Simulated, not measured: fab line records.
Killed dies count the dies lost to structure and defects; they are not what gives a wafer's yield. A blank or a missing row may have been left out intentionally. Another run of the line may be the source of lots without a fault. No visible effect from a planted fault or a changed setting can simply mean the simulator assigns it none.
fab line records / flow gf180mcu / part 2 of 2: steps 25 to 34 of 34
record: lots: 5 wafers: 15 last_day: 33
route steps=602 shown V4@499 MIM@503 M5@526
lots that met no fault: taken from a fault-free run of the same line
start_h: hours from the record's first day to the start of the lot's first wafer shown / wait_h: time in hours since the lot's previous step / " same as the row above / L1.1+2: a single row standing in for several wafers / - either no value or no given start / * or withheld: withheld / < > ~ a bound
route shown NAME@n: a module of which the file shows steps, and the number in the route of the first / usual: mean/standard deviation taken from wafers without a fault / same: alike in all rows / chamber/n: place in a boat / sites: readings site by site / _std_site: how widely they spread, as a standard deviation / _edge_site: outer sites' mean less inner sites' / radius_mm: how far each site lies from the wafer's centre / mask NAME#n: copy n / behind: the tool/chamber that last shaped the wafer / hold: cause of the lot's hold/its duration in hours/its outcome / device: whichever transistor did not switch (one of n, p or np) / end of line: tests of these same wafers at the route's end / where a step has no rows: the recipe by itself / killed: the dies lost at the first sort to structure and to defects; this is not the yield of the wafer / map: shows each die of a wafer: x if killed, . if not, _ if none is there
set.NAME: the setting the step ran with; set.NAME@STEP: the setting that earlier step ran with / model.NAME: the simulator's own value behind a step, which no gauge read
lots at some steps of the route; a table a step, a row a wafer
services: from which hour (start_h, from the record's first day; less than 0 if before it) a tool's chamber was out of use, for how many hours, and why
== steps ==
step: GF_MIM_STRIP_20
recipe: chemistry: O2/N2 power_w: 1400 pressure_mtorr: 1500 platen_temp_c: 250 o2_flow_sccm: 3000 n2_flow_sccm: 300 overash_fraction: 0.5
usual: drypump_motor_current_A: 5.6/0.36 heater_power_w: 367/35 oes_product_au: 0.692/0.0044 strip_time_to_endpoint_s: 11.22/0.038
lot.wafer=L076.3 tool=plasma_asher-03 chamber=1 start_h=600.96 wait_h=0.1 drypump_motor_current_A=5.9 heater_power_w=356 oes_product_au=0.695 rf_hours_counter_h=- strip_time_to_endpoint_s=11.17
lot.wafer=L076.4 tool=plasma_asher-03 chamber=0 start_h=600.96 wait_h=0.1 drypump_motor_current_A=5.1 heater_power_w=392 oes_product_au=0.697 rf_hours_counter_h=- strip_time_to_endpoint_s=11.19
lot.wafer=L076.5 tool=plasma_asher-03 chamber=1 start_h=600.96 wait_h=0.1 drypump_motor_current_A=5.9 heater_power_w=367 oes_product_au=0.691 rf_hours_counter_h=- strip_time_to_endpoint_s=11.22
lot.wafer=L077.3 tool=plasma_asher-02 chamber=1 start_h=615.34 wait_h=0.1 drypump_motor_current_A=5.6 heater_power_w=415 oes_product_au=0.690 rf_hours_counter_h=- strip_time_to_endpoint_s=11.24
lot.wafer=L077.5 tool=plasma_asher-02 chamber=0 start_h=615.34 wait_h=0.1 drypump_motor_current_A=6.1 heater_power_w=338 oes_product_au=0.699 rf_hours_counter_h=- strip_time_to_endpoint_s=11.18
lot.wafer=L077.6 tool=plasma_asher-02 chamber=1 start_h=615.34 wait_h=0.1 drypump_motor_current_A=5.6 heater_power_w=414 oes_product_au=0.695 rf_hours_counter_h=- strip_time_to_endpoint_s=11.22
lot.wafer=L078.2 tool=plasma_asher-01 chamber=1 start_h=620.87 wait_h=0.0 drypump_motor_current_A=5.4 heater_power_w=311 oes_product_au=0.694 rf_hours_counter_h=83 strip_time_to_endpoint_s=11.22
lot.wafer=L078.3 tool=plasma_asher-01 chamber=1 start_h=620.87 wait_h=0.0 drypump_motor_current_A=5.4 heater_power_w=310 oes_product_au=0.691 rf_hours_counter_h=- strip_time_to_endpoint_s=11.21
lot.wafer=L078.4 tool=plasma_asher-01 chamber=0 start_h=620.87 wait_h=0.0 drypump_motor_current_A=5.3 heater_power_w=363 oes_product_au=0.687 rf_hours_counter_h=- strip_time_to_endpoint_s=11.17
lot.wafer=L089.3 tool=plasma_asher-01 chamber=1 start_h=695.59 wait_h=0.1 drypump_motor_current_A=5.4 heater_power_w=312 oes_product_au=0.694 rf_hours_counter_h=- strip_time_to_endpoint_s=11.27
lot.wafer=L089.4 tool=plasma_asher-01 chamber=0 start_h=695.59 wait_h=0.1 drypump_motor_current_A=5.3 heater_power_w=366 oes_product_au=0.692 rf_hours_counter_h=- strip_time_to_endpoint_s=11.28
lot.wafer=L089.6 tool=plasma_asher-01 chamber=0 start_h=695.59 wait_h=0.1 drypump_motor_current_A=5.4 heater_power_w=349 oes_product_au=0.695 rf_hours_counter_h=- strip_time_to_endpoint_s=11.26
lot.wafer=L093.3 tool=plasma_asher-03 chamber=1 start_h=727.28 wait_h=0.1 drypump_motor_current_A=6.0 heater_power_w=354 oes_product_au=0.694 rf_hours_counter_h=- strip_time_to_endpoint_s=11.22
lot.wafer=L093.4 tool=plasma_asher-03 chamber=0 start_h=727.28 wait_h=0.1 drypump_motor_current_A=5.1 heater_power_w=403 oes_product_au=0.695 rf_hours_counter_h=- strip_time_to_endpoint_s=11.20
lot.wafer=L093.5 tool=plasma_asher-03 chamber=0 start_h=727.28 wait_h=0.1 drypump_motor_current_A=5.1 heater_power_w=396 oes_product_au=0.692 rf_hours_counter_h=- strip_time_to_endpoint_s=11.20
step: GF_MIM_STRIP_21
recipe: chemistry: post_etch_residue_remover time_s: 1200 temp_c: 72.5
lot.wafer=L076.3+4+5 tool=wet_bench-01 chamber=3 start_h=601.02 wait_h=0.0
lot.wafer=L077.3+5+6 tool=wet_bench-04 chamber=2 start_h=615.40 wait_h=0.0
lot.wafer=L078.2+3+4 tool=wet_bench-04 chamber=3 start_h=620.97 wait_h=0.1
lot.wafer=L089.3+4+6 tool=wet_bench-04 chamber=0 start_h=695.68 wait_h=0.1
lot.wafer=L093.3+4+5 tool=wet_bench-03 chamber=0 start_h=727.34 wait_h=0.0
step: GF_MIM_CLEAN_22
recipe: chemistry: DIW dry: n2_spin
lot.wafer=L076.3+4+5 tool=wet_bench-03 chamber=0 start_h=601.40 wait_h=0.0
lot.wafer=L077.3+5+6 tool=wet_bench-01 chamber=3 start_h=615.74 wait_h=0.0
lot.wafer=L078.2+3+4 tool=wet_bench-01 chamber=3 start_h=621.32 wait_h=0.0
lot.wafer=L089.3+4+6 tool=wet_bench-04 chamber=1 start_h=696.02 wait_h=0.0
lot.wafer=L093.3+4+5 tool=wet_bench-03 chamber=3 start_h=727.72 wait_h=0.0
step: GF_M5_DEHYDRATE_00
recipe: temp_c: 200 time_s: 60
usual: chill_plate_temp_C: 23.00/0.1 exhaust_pa: 45.2/0.96
lot.wafer=L076.3 tool=litho_track-01 chamber=0 start_h=611.29 wait_h=9.8 chill_plate_temp_C=22.91 exhaust_pa=45.6
lot.wafer=L076.4 tool=litho_track-01 chamber=0 start_h=611.29 wait_h=9.8 chill_plate_temp_C=22.84 exhaust_pa=45.7
lot.wafer=L076.5 tool=litho_track-01 chamber=0 start_h=611.29 wait_h=9.8 chill_plate_temp_C=22.91 exhaust_pa=45.5
lot.wafer=L077.3 tool=litho_track-01 chamber=0 start_h=624.79 wait_h=8.9 chill_plate_temp_C=22.96 exhaust_pa=44.5
lot.wafer=L077.5 tool=litho_track-01 chamber=0 start_h=624.79 wait_h=8.9 chill_plate_temp_C=22.86 exhaust_pa=44.7
lot.wafer=L077.6 tool=litho_track-01 chamber=0 start_h=624.79 wait_h=8.9 chill_plate_temp_C=22.97 exhaust_pa=44.2
lot.wafer=L078.2 tool=litho_track-01 chamber=0 start_h=630.61 wait_h=9.2 chill_plate_temp_C=23.02 exhaust_pa=43.9
lot.wafer=L078.3 tool=litho_track-01 chamber=0 start_h=630.61 wait_h=9.2 chill_plate_temp_C=22.90 exhaust_pa=43.4
lot.wafer=L078.4 tool=litho_track-01 chamber=0 start_h=630.61 wait_h=9.2 chill_plate_temp_C=22.98 exhaust_pa=43.7
lot.wafer=L089.3 tool=litho_track-02 chamber=0 start_h=704.83 wait_h=8.7 chill_plate_temp_C=23.00 exhaust_pa=44.3
lot.wafer=L089.4 tool=litho_track-02 chamber=0 start_h=704.83 wait_h=8.7 chill_plate_temp_C=23.04 exhaust_pa=44.7
lot.wafer=L089.6 tool=litho_track-02 chamber=0 start_h=704.83 wait_h=8.7 chill_plate_temp_C=22.93 exhaust_pa=45.4
lot.wafer=L093.3 tool=litho_track-01 chamber=0 start_h=735.14 wait_h=7.3 chill_plate_temp_C=22.96 exhaust_pa=44.3
lot.wafer=L093.4 tool=litho_track-01 chamber=0 start_h=735.14 wait_h=7.3 chill_plate_temp_C=23.00 exhaust_pa=45.3
lot.wafer=L093.5 tool=litho_track-01 chamber=0 start_h=735.14 wait_h=7.3 chill_plate_temp_C=22.95 exhaust_pa=44.3
step: GF_M5_HMDS_01
recipe: prime_time_s: 60 prime_temp_c: 120
usual: chill_plate_temp_C: 23.00/0.11 exhaust_pa: 45.0/0.89
same: prime_time_s: 60
lot.wafer=L076.3 tool=litho_track-01 chamber=0 start_h=611.44 wait_h=0.1 chill_plate_temp_C=23.08 exhaust_pa=45.8
lot.wafer=L076.4 tool=litho_track-01 chamber=0 start_h=611.44 wait_h=0.1 chill_plate_temp_C=22.99 exhaust_pa=45.0
lot.wafer=L076.5 tool=litho_track-01 chamber=0 start_h=611.44 wait_h=0.1 chill_plate_temp_C=22.89 exhaust_pa=44.4
lot.wafer=L077.3 tool=litho_track-01 chamber=0 start_h=624.94 wait_h=0.1 chill_plate_temp_C=22.90 exhaust_pa=43.5
lot.wafer=L077.5 tool=litho_track-01 chamber=0 start_h=624.94 wait_h=0.1 chill_plate_temp_C=22.93 exhaust_pa=42.5
lot.wafer=L077.6 tool=litho_track-01 chamber=0 start_h=624.94 wait_h=0.1 chill_plate_temp_C=22.95 exhaust_pa=44.4
lot.wafer=L078.2 tool=litho_track-01 chamber=0 start_h=630.76 wait_h=0.1 chill_plate_temp_C=23.19 exhaust_pa=44.7
lot.wafer=L078.3 tool=litho_track-01 chamber=0 start_h=630.76 wait_h=0.1 chill_plate_temp_C=22.94 exhaust_pa=44.9
lot.wafer=L078.4 tool=litho_track-01 chamber=0 start_h=630.76 wait_h=0.1 chill_plate_temp_C=23.01 exhaust_pa=44.0
lot.wafer=L089.3 tool=litho_track-02 chamber=0 start_h=704.98 wait_h=0.1 chill_plate_temp_C=22.74 exhaust_pa=45.6
lot.wafer=L089.4 tool=litho_track-02 chamber=0 start_h=704.98 wait_h=0.1 chill_plate_temp_C=22.95 exhaust_pa=44.6
lot.wafer=L089.6 tool=litho_track-02 chamber=0 start_h=704.98 wait_h=0.1 chill_plate_temp_C=22.90 exhaust_pa=44.2
lot.wafer=L093.3 tool=litho_track-01 chamber=0 start_h=735.29 wait_h=0.1 chill_plate_temp_C=22.94 exhaust_pa=45.8
lot.wafer=L093.4 tool=litho_track-01 chamber=0 start_h=735.29 wait_h=0.1 chill_plate_temp_C=22.80 exhaust_pa=45.8
lot.wafer=L093.5 tool=litho_track-01 chamber=0 start_h=735.29 wait_h=0.1 chill_plate_temp_C=22.93 exhaust_pa=45.0
step: GF_M5_COAT_02
recipe: resist: KrF spin_rpm: withheld resist_thk_nm: 1000
usual: chill_plate_temp_C: 23.00/0.11 exhaust_pa: 45.0/0.89
lot.wafer=L076.3 tool=litho_track-01 chamber=0 start_h=611.59 wait_h=0.1 chill_plate_temp_C=22.97 exhaust_pa=45.3
lot.wafer=L076.4 tool=litho_track-01 chamber=0 start_h=611.59 wait_h=0.1 chill_plate_temp_C=22.95 exhaust_pa=46.5
lot.wafer=L076.5 tool=litho_track-01 chamber=0 start_h=611.59 wait_h=0.1 chill_plate_temp_C=22.99 exhaust_pa=45.0
lot.wafer=L077.3 tool=litho_track-01 chamber=0 start_h=625.09 wait_h=0.1 chill_plate_temp_C=22.95 exhaust_pa=44.2
lot.wafer=L077.5 tool=litho_track-01 chamber=0 start_h=625.09 wait_h=0.1 chill_plate_temp_C=23.11 exhaust_pa=45.8
lot.wafer=L077.6 tool=litho_track-01 chamber=0 start_h=625.09 wait_h=0.1 chill_plate_temp_C=23.03 exhaust_pa=45.4
lot.wafer=L078.2 tool=litho_track-01 chamber=0 start_h=630.91 wait_h=0.1 chill_plate_temp_C=22.93 exhaust_pa=44.4
lot.wafer=L078.3 tool=litho_track-01 chamber=0 start_h=630.91 wait_h=0.1 chill_plate_temp_C=23.04 exhaust_pa=44.0
lot.wafer=L078.4 tool=litho_track-01 chamber=0 start_h=630.91 wait_h=0.1 chill_plate_temp_C=23.02 exhaust_pa=45.7
lot.wafer=L089.3 tool=litho_track-02 chamber=0 start_h=705.13 wait_h=0.1 chill_plate_temp_C=22.86 exhaust_pa=43.2
lot.wafer=L089.4 tool=litho_track-02 chamber=0 start_h=705.13 wait_h=0.1 chill_plate_temp_C=22.82 exhaust_pa=45.5
lot.wafer=L089.6 tool=litho_track-02 chamber=0 start_h=705.13 wait_h=0.1 chill_plate_temp_C=22.79 exhaust_pa=44.8
lot.wafer=L093.3 tool=litho_track-01 chamber=0 start_h=735.44 wait_h=0.1 chill_plate_temp_C=23.18 exhaust_pa=46.0
lot.wafer=L093.4 tool=litho_track-01 chamber=0 start_h=735.44 wait_h=0.1 chill_plate_temp_C=23.11 exhaust_pa=46.4
lot.wafer=L093.5 tool=litho_track-01 chamber=0 start_h=735.44 wait_h=0.1 chill_plate_temp_C=23.17 exhaust_pa=45.7
step: GF_M5_SOFTBAKE_03
recipe: temp_c: 130 time_s: 60 resist: KrF
usual: chill_plate_temp_C: 23.02/0.11 exhaust_pa: 44.9/0.94
lot.wafer=L076.3 tool=litho_track-01 chamber=0 start_h=611.74 wait_h=0.1 chill_plate_temp_C=22.99 exhaust_pa=45.7
lot.wafer=L076.4 tool=litho_track-01 chamber=0 start_h=611.74 wait_h=0.1 chill_plate_temp_C=22.94 exhaust_pa=46.0
lot.wafer=L076.5 tool=litho_track-01 chamber=0 start_h=611.74 wait_h=0.1 chill_plate_temp_C=23.20 exhaust_pa=46.7
lot.wafer=L077.3 tool=litho_track-01 chamber=0 start_h=625.24 wait_h=0.1 chill_plate_temp_C=23.00 exhaust_pa=44.9
lot.wafer=L077.5 tool=litho_track-01 chamber=0 start_h=625.24 wait_h=0.1 chill_plate_temp_C=23.12 exhaust_pa=45.2
lot.wafer=L077.6 tool=litho_track-01 chamber=0 start_h=625.24 wait_h=0.1 chill_plate_temp_C=23.03 exhaust_pa=45.6
lot.wafer=L078.2 tool=litho_track-01 chamber=0 start_h=631.06 wait_h=0.1 chill_plate_temp_C=22.94 exhaust_pa=44.8
lot.wafer=L078.3 tool=litho_track-01 chamber=0 start_h=631.06 wait_h=0.1 chill_plate_temp_C=22.72 exhaust_pa=44.7
lot.wafer=L078.4 tool=litho_track-01 chamber=0 start_h=631.06 wait_h=0.1 chill_plate_temp_C=23.03 exhaust_pa=44.4
lot.wafer=L089.3 tool=litho_track-02 chamber=0 start_h=705.28 wait_h=0.1 chill_plate_temp_C=22.90 exhaust_pa=45.2
lot.wafer=L089.4 tool=litho_track-02 chamber=0 start_h=705.28 wait_h=0.1 chill_plate_temp_C=22.98 exhaust_pa=46.6
lot.wafer=L089.6 tool=litho_track-02 chamber=0 start_h=705.28 wait_h=0.1 chill_plate_temp_C=23.01 exhaust_pa=45.2
lot.wafer=L093.3 tool=litho_track-01 chamber=0 start_h=735.59 wait_h=0.1 chill_plate_temp_C=23.05 exhaust_pa=44.9
lot.wafer=L093.4 tool=litho_track-01 chamber=0 start_h=735.59 wait_h=0.1 chill_plate_temp_C=23.02 exhaust_pa=45.6
lot.wafer=L093.5 tool=litho_track-01 chamber=0 start_h=735.59 wait_h=0.1 chill_plate_temp_C=22.96 exhaust_pa=46.7
step: GF_M5_EXPOSE_04
recipe: mask_id: Metal5 target_cd_nm: 280 na: 0.68 source_shape: conventional sigma_outer: 0.6 dose_mj: 28
lot.wafer=L076.3+4+5 tool=krf_scanner-02 chamber=0 start_h=- wait_h=- mask=Metal5#0
lot.wafer=L077.3+5+6 tool=krf_scanner-02 chamber=0 start_h=- wait_h=- mask=Metal5#0
lot.wafer=L078.2+3+4 tool=krf_scanner-01 chamber=0 start_h=- wait_h=- mask=Metal5#0
lot.wafer=L089.3+4+6 tool=krf_scanner-02 chamber=0 start_h=- wait_h=- mask=Metal5#0
lot.wafer=L093.3+4+5 tool=krf_scanner-02 chamber=0 start_h=- wait_h=- mask=Metal5#0
step: GF_M5_PEB_05
recipe: peb_temp_c: 135 peb_time_s: 90 resist: KrF
usual: chill_plate_temp_C: 23.01/0.11 exhaust_pa: 44.7/0.92
lot.wafer=L076.3 tool=litho_track-03 chamber=0 start_h=- wait_h=- chill_plate_temp_C=22.91 exhaust_pa=45.6
lot.wafer=L076.4 tool=litho_track-03 chamber=0 start_h=- wait_h=- chill_plate_temp_C=22.74 exhaust_pa=45.6
lot.wafer=L076.5 tool=litho_track-03 chamber=0 start_h=- wait_h=- chill_plate_temp_C=22.91 exhaust_pa=47.4
lot.wafer=L077.3 tool=litho_track-02 chamber=0 start_h=- wait_h=- chill_plate_temp_C=22.88 exhaust_pa=44.5
lot.wafer=L077.5 tool=litho_track-02 chamber=0 start_h=- wait_h=- chill_plate_temp_C=22.77 exhaust_pa=44.3
lot.wafer=L077.6 tool=litho_track-02 chamber=0 start_h=- wait_h=- chill_plate_temp_C=23.01 exhaust_pa=44.1
lot.wafer=L078.2 tool=litho_track-03 chamber=0 start_h=- wait_h=- chill_plate_temp_C=23.01 exhaust_pa=44.8
lot.wafer=L078.3 tool=litho_track-03 chamber=0 start_h=- wait_h=- chill_plate_temp_C=22.92 exhaust_pa=45.5
lot.wafer=L078.4 tool=litho_track-03 chamber=0 start_h=- wait_h=- chill_plate_temp_C=23.09 exhaust_pa=44.3
lot.wafer=L089.3 tool=litho_track-02 chamber=0 start_h=- wait_h=- chill_plate_temp_C=23.27 exhaust_pa=45.2
lot.wafer=L089.4 tool=litho_track-02 chamber=0 start_h=- wait_h=- chill_plate_temp_C=23.09 exhaust_pa=44.6
lot.wafer=L089.6 tool=litho_track-02 chamber=0 start_h=- wait_h=- chill_plate_temp_C=23.14 exhaust_pa=44.9
lot.wafer=L093.3 tool=litho_track-03 chamber=0 start_h=- wait_h=- chill_plate_temp_C=22.90 exhaust_pa=45.7
lot.wafer=L093.4 tool=litho_track-03 chamber=0 start_h=- wait_h=- chill_plate_temp_C=23.05 exhaust_pa=45.0
lot.wafer=L093.5 tool=litho_track-03 chamber=0 start_h=- wait_h=- chill_plate_temp_C=23.05 exhaust_pa=44.9
step: GF_M5_DEVELOP_06
recipe: develop_time_s: 60 dev_temp_c: 21
usual: chill_plate_temp_C: 22.97/0.098 exhaust_pa: 45.1/0.87
lot.wafer=L076.3 tool=litho_track-03 chamber=0 start_h=621.82 wait_h=0.1 chill_plate_temp_C=23.04 exhaust_pa=44.4
lot.wafer=L076.4 tool=litho_track-03 chamber=0 start_h=621.82 wait_h=0.1 chill_plate_temp_C=23.05 exhaust_pa=43.3
lot.wafer=L076.5 tool=litho_track-03 chamber=0 start_h=621.82 wait_h=0.1 chill_plate_temp_C=22.99 exhaust_pa=43.8
lot.wafer=L077.3 tool=litho_track-02 chamber=0 start_h=635.63 wait_h=0.1 chill_plate_temp_C=23.00 exhaust_pa=44.1
lot.wafer=L077.5 tool=litho_track-02 chamber=0 start_h=635.63 wait_h=0.1 chill_plate_temp_C=22.90 exhaust_pa=44.9
lot.wafer=L077.6 tool=litho_track-02 chamber=0 start_h=635.63 wait_h=0.1 chill_plate_temp_C=23.02 exhaust_pa=46.6
lot.wafer=L078.2 tool=litho_track-03 chamber=0 start_h=641.09 wait_h=0.2 chill_plate_temp_C=22.98 exhaust_pa=44.8
lot.wafer=L078.3 tool=litho_track-03 chamber=0 start_h=641.09 wait_h=0.2 chill_plate_temp_C=23.10 exhaust_pa=46.3
lot.wafer=L078.4 tool=litho_track-03 chamber=0 start_h=641.09 wait_h=0.2 chill_plate_temp_C=22.97 exhaust_pa=45.6
lot.wafer=L089.3 tool=litho_track-02 chamber=0 start_h=713.78 wait_h=0.1 chill_plate_temp_C=23.09 exhaust_pa=46.7
lot.wafer=L089.4 tool=litho_track-02 chamber=0 start_h=713.78 wait_h=0.1 chill_plate_temp_C=22.89 exhaust_pa=44.6
lot.wafer=L089.6 tool=litho_track-02 chamber=0 start_h=713.78 wait_h=0.1 chill_plate_temp_C=22.99 exhaust_pa=45.1
lot.wafer=L093.3 tool=litho_track-03 chamber=0 start_h=743.87 wait_h=0.1 chill_plate_temp_C=23.05 exhaust_pa=44.7
lot.wafer=L093.4 tool=litho_track-03 chamber=0 start_h=743.87 wait_h=0.1 chill_plate_temp_C=23.01 exhaust_pa=46.6
lot.wafer=L093.5 tool=litho_track-03 chamber=0 start_h=743.87 wait_h=0.1 chill_plate_temp_C=23.15 exhaust_pa=44.6
== services ==
tool=plasma_asher-03 chamber=- start_h=564.79 hours=24.4 kind=repair
tool=cmp-01 chamber=- start_h=572.00 hours=4.0 kind=pm
tool=krf_scanner-01 chamber=- start_h=573.11 hours=0.6 kind=repair
tool=plasma_asher-02 chamber=- start_h=587.21 hours=10.3 kind=repair
tool=rie_metal-02 chamber=1 start_h=591.14 hours=11.5 kind=repair
tool=pvd_sputter-01 chamber=- start_h=593.20 hours=0.5 kind=repair
tool=krf_scanner-01 chamber=- start_h=594.76 hours=0.6 kind=repair
tool=rie_metal-03 chamber=- start_h=600.05 hours=2.8 kind=pm
tool=cvd_w-02 chamber=0 start_h=600.56 hours=4.2 kind=repair
tool=rie_metal-04 chamber=0 start_h=602.49 hours=1.8 kind=repair
tool=plasma_asher-03 chamber=- start_h=603.25 hours=4.9 kind=repair
tool=pecvd-02 chamber=- start_h=612.09 hours=4.3 kind=pm
tool=wet_bench-03 chamber=- start_h=616.59 hours=3.4 kind=repair
tool=cmp-02 chamber=- start_h=632.54 hours=1.5 kind=repair
tool=pecvd-02 chamber=- start_h=658.08 hours=14.6 kind=pm
tool=cvd_w-02 chamber=- start_h=670.19 hours=1.0 kind=repair
tool=rie_metal-04 chamber=- start_h=671.87 hours=4.3 kind=pm
tool=krf_scanner-02 chamber=- start_h=676.69 hours=1.0 kind=pm
tool=cvd_w-02 chamber=0 start_h=697.69 hours=4.7 kind=repair
tool=iline_stepper-02 chamber=- start_h=711.66 hours=1.7 kind=pm
tool=krf_scanner-02 chamber=- start_h=717.67 hours=1.3 kind=pm
tool=rie_metal-04 chamber=1 start_h=723.80 hours=13.1 kind=repair
tool=cmp-02 chamber=- start_h=724.74 hours=1.2 kind=repair
tool=krf_scanner-02 chamber=- start_h=740.13 hours=2.1 kind=repair
